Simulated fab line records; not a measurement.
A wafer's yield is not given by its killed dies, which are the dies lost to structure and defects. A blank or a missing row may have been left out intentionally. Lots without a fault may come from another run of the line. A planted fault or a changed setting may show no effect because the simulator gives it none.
Struck lot and sound lot, side by side || flow gf180mcu || 30 out of 602 route steps
Sound: the wafers L183.2, L183.3, L183.5. Struck: wafer L187.1. (L187.2, L187.6 of the same lot were not struck and are left out.) The cause comes at the end.
Order at every step that has rows: each side's tool, ch and its chambers, its first start. Under that, the readings that differ: sound wafers || struck wafers || difference of the means || sigmas: that difference in standard deviations of wafers without a fault.
alike: same words and numbers on both sides, and readings whose means sit less than 2 such deviations apart. not compared: any withheld reading, any reading some wafer has no value for, any bound like >300 that may hide the same value, and any number with overlapping values for which the record gives no deviation.
The two part at a step that has a row with sigmas, a row that says differs or no value, or rows on one side only. When numbers do not overlap yet have no deviation, they are printed without sigmas and do not part them. A reading that every wafer of one side lacks parts them only if that side has two wafers or more.

first, 3 steps without rows for these wafers: GF_PSD_EXPOSE_04 (exposes mask Pplus, target cd 400 nm); GF_PSD_PEB_05; GF_PSD_DEVELOP_06 (develop time 60 s).
GF_PSD_CD_MEAS_07 targets a cd of 400 nm.
  struck on cdSem-01, day 17 01:57; sound on cdSem-02, day 15 14:55
  alike: cdNm
GF_PSD_OVL_MEAS_08:
  struck on overlay-01, day 17 02:04; sound on overlay-01, day 15 15:01
  alike: PSD_OVL
then, 1 step without rows for these wafers: GF_PSD_IMPLANT_09.
GF_PSD_STRIP_10: strips in O2/N2.
  sound on plasmaAsher-02 ch 1, day 15 15:12; struck on plasmaAsher-03 ch 1, day 17 02:15
{"reading": "n2FlowSccm (sccm)", "sound": "301.1 299.8 301.7", "struck": 298.8, "difference": -2.1, "sigmas": -2}
  alike: drypumpMotorCurrentA, heaterPowerW, oesProductAu, platenTempC, stripTimeToEndpointS
  not compared: rfHoursCounterH
GF_PSD_TW_MEAS_11:
  struck on filmMetro-03, day 17 02:21; sound on filmMetro-02, day 15 15:19
  alike: PSD_TW
then, 1 step without rows for these wafers: GF_PSD_CLEAN_12 (cleans in SC1/SC2, time 150 s).
GF_PSD_RTA_13: time 20 s.
  sound on rtpAnneal-02 ch 0, day 15 15:26; struck on rtpAnneal-01 ch 0, day 17 02:28
{"reading": "lampPowerPct (%)", "sound": "30.1 30.0 30.0", "struck": 25.9, "difference": -4.1, "sigmas": -2}
  alike: wafer_temp_C_max
GF_PSD_RS_MEAS_14: a four-point-probe measurement.
  struck on filmMetro-01, day 17 02:33; sound on filmMetro-01, day 15 15:31
  alike: NSD_RS
GF_PSD_RS_MEAS_15: a four-point-probe measurement.
  struck on filmMetro-01, day 17 02:40; sound on filmMetro-01, day 15 15:38
  alike: PSD_RS
GF_SAB_CVD_00: deposits SiO2 from TEOS, target thk 50 nm, time 4.9302 s.
  sound on pecvd-03 ch 0,2, day 15 15:44; struck on pecvd-01 ch 2, day 17 02:47
{"reading": "heaterPowerW (W)", "sound": "611 652 592", "struck": 866, "difference": "+248", "sigmas": "+2"}
{"reading": "model.SiO2_of_SAB_CVD_00.thkNm (nm)", "sound": "48.8 49.32 49.29", "struck": 47.42, "difference": -1.72, "sigmas": ""}
GF_SAB_THK_MEAS_01:
  struck on filmMetro-04, day 17 03:02; sound on filmMetro-04, day 15 15:46
{"reading": "SAB_CVD_00_THK (nm)", "sound": "48.8 49.4 49.3", "struck": 47.4, "difference": -1.8, "sigmas": -3}
  not compared: hold
then, 7 steps without rows for these wafers: GF_SAB_DEHYDRATE_02 (time 60 s); GF_SAB_HMDS_03 (prime time 60 s); GF_SAB_COAT_04 (resist thk 1000 nm); GF_SAB_SOFTBAKE_05 (time 60 s); GF_SAB_EXPOSE_06 (exposes mask SAB, target cd 420 nm); GF_SAB_PEB_07; GF_SAB_DEVELOP_08 (develop time 60 s).
GF_SAB_CD_MEAS_09 targets a cd of 420 nm.
  struck on cdSem-01, day 18 02:08; sound on cdSem-01, day 16 18:04
  alike: cdNm
GF_SAB_OVL_MEAS_10:
  struck on overlay-02, day 18 02:15; sound on overlay-02, day 16 18:10
{"reading": "SAB_OVL (nm)", "sound": "2.5 0.3 1.8", "struck": -1.4, "difference": -2.9, "sigmas": -2}
GF_SAB_ETCH_11: etches SiO2 in C4F8/O2/Ar, target depth 55 nm, time 8.5 s.
  sound on rieDiel-04 ch 0,3, day 16 18:12; struck on rieDiel-04 ch 0, day 18 02:17
  alike: oesProductAu
  not compared: rfHoursCounterH
then, 1 step without rows for these wafers: GF_SAB_WET_ETCH_12 (etches SiO2 in dHF, target depth 22 nm, time 440 s).
GF_SAB_STRIP_13: strips in O2/N2.
  sound on plasmaAsher-01 ch 0,1, day 16 18:21; struck on plasmaAsher-03 ch 1, day 18 02:26
  alike: drypumpMotorCurrentA, heaterPowerW, n2FlowSccm, oesProductAu, platenTempC, stripTimeToEndpointS
  not compared: rfHoursCounterH
then, 1 step without rows for these wafers: GF_SALICIDE_CLEAN_00 (cleans in SC1/SC2, time 150 s).
GF_SALICIDE_WET_ETCH_01: etches SiO2 in dHF, target depth 5 nm, time 100 s.
  sound on wetBench-01 ch 1, day 16 18:30; struck on wetBench-03 ch 3, day 18 02:35
{"reading": "model.SiO2_of_SAB_CVD_00.thkNm (nm)", "sound": "38.06 38.57 38.54", "struck": 36.57, "difference": -1.82, "sigmas": ""}
GF_SALICIDE_SPUTTER_02: material Co, target thk 10 nm, time 20 s.
  struck on pvdSputter-01, day 18 02:38; sound on pvdSputter-01, day 16 18:32
  alike: cathodeDcPowerW, throttleValvePct
GF_PASSIVATION_PROBE_99:
  rows exist in the record for the sound wafers here (prober-01, day 30 13:20), none for the struck ones

## WHERE THEY PART
Last at GF_PASSIVATION_PROBE_99 as far as this record goes, first at GF_PSD_STRIP_10.

WHY: whatever the simulator had introduced
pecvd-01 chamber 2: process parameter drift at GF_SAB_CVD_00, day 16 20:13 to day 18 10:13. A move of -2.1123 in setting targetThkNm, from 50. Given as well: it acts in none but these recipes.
